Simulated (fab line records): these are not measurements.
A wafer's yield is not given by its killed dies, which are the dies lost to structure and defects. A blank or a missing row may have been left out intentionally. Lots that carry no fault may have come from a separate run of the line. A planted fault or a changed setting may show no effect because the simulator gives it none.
One fault through the eyes of 2 desks	flow sky130	every desk sees just its own numbers, and what lay behind them comes last

== THE TOOL OWNER'S DESK: pvd_sputter-04 ==
At SKY_CAPM_SPUTTER_02 (material TiN, target thk 200 nm, time 171.6 s) the tool's own readings: per lot run on this tool, the mean of the sampled wafers that have a number. If a lot's mean is further than 4 standard deviations from the usual mean, the lot is out of limits and carries the mark OUT (the distance appears in the brackets).
Columns: A = cathode_dc_power_W at SKY_CAPM_SPUTTER_02, usual 6499.8 W; B = throttle_valve_pct at SKY_CAPM_SPUTTER_02, usual 30.4 %
lot	first seen here	A	B
L404	day 38 01:10	6501.5	30.7
L406	day 38 11:28	6500.6	30.7
L407	day 39 12:25	6499.4	30.8
L413	day 40 21:13	6271.8 (-99 or more) OUT	30.7
L414	day 41 07:10	6270.9 (-99 or more) OUT	30.6
L427	day 44 12:09	6500.4	31.2
This desk's finding: out of limits on L413, L414; first on L413, day 40 21:13 (cathode_dc_power_W at SKY_CAPM_SPUTTER_02). In limits: L404, L406, L407, L427.

== FROM THE METROLOGY DESK ==
What the gauges read, lot by lot, whatever tool the lot ran on: means of the sampled wafers that have a number. If a lot's mean is further than 4 standard deviations from the usual mean, the lot is out of limits and carries the mark OUT (the distance appears in the brackets).
Columns: A = VIA2_HDPCVD_THK at SKY_VIA2_THK_MEAS_01, usual 1188 nm
lot	first seen here	A
L404	day 36 20:08	1195
L406	day 37 06:59	1186
L407	day 38 07:59	1195
L408	day 38 12:31	1175
L410	day 38 17:05	1198
L413	day 39 17:17	1188
L414	day 40 04:21	1185
L415	day 40 13:37	1185
L424	day 42 13:46	1174
L425	day 42 23:47	1201
L426	day 43 05:35	1163
L427	day 43 10:02	1177
Finding of this desk: none of the 12 lots has anything out of limits.

== PUT TOGETHER ==
The tool owner's desk had the chance to raise an alarm at day 40 21:13 on L413, L414.
From the metrology desk's view, nothing was out of limits.
The metrology desk has L413, L414 on record, within its limits.
On pvd_sputter-04, each named lot ran SKY_CAPM_SPUTTER_02.

== WHAT THE SIMULATOR HAD INSERTED ==
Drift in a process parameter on pvd_sputter-04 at SKY_CAPM_SPUTTER_02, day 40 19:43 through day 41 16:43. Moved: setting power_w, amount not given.
Shown lots that were struck: L413, L414.
Time in hours from fault onset to the first out-of-limits reading at each desk: the tool owner's desk, 2.
